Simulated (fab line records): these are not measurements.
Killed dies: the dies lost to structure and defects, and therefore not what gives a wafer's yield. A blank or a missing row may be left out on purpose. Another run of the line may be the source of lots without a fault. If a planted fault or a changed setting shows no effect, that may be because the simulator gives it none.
Which tool was responsible? ; flow gf180mcu ; 7 lots (21 wafers sampled), 1 step of a 602-step route

WHAT EACH GAUGE READ, for each wafer
GF_HV_LDD_OVL_MEAS_47.
lot;measured;on;HV_LDD_03_OVL (nm)
L490;day 12 23:29;overlay-02;1.6 0.0 1.0
L492;day 13 15:29;overlay-01;2.8 1.2 1.7
L496;day 15 00:50;overlay-02;-0.9 -2.5 -1.6
L497;day 15 10:23;overlay-02;-2.8 -2.3 -1.8
L503;day 17 09:58;overlay-02;-0.6 -0.2 0.4
L505;day 18 00:22;overlay-02;0.3 0.0 -0.3
L508;day 18 20:47;overlay-01;0.1 0.6 1.2

WHICH TOOL RAN EACH LOT (tool, then ch and the chambers of the sampled wafers, then the start)
The record shows no process step preceding these readings.

THE ANSWER, worked out from the rows above alone
Rule: the lots themselves supply what counts as usual. Put in order of their means at a reading, lots are off if they are a third of the lots or fewer, leave a main group of 4 or more, and stand apart from it by a gap of 3 or more times the standard deviation of the main group's means; of several such gaps the widest counts. A main group whose means are all the same, to the digits that the tables above print for the reading, isn't used. Also off: a lot with no number at a reading for which 4 or more lots have one. Any other lot the step has rows for is counted as sound.
None of the lots is off at any reading shown; this tells nothing.

WHAT THE SIMULATOR PUT IN
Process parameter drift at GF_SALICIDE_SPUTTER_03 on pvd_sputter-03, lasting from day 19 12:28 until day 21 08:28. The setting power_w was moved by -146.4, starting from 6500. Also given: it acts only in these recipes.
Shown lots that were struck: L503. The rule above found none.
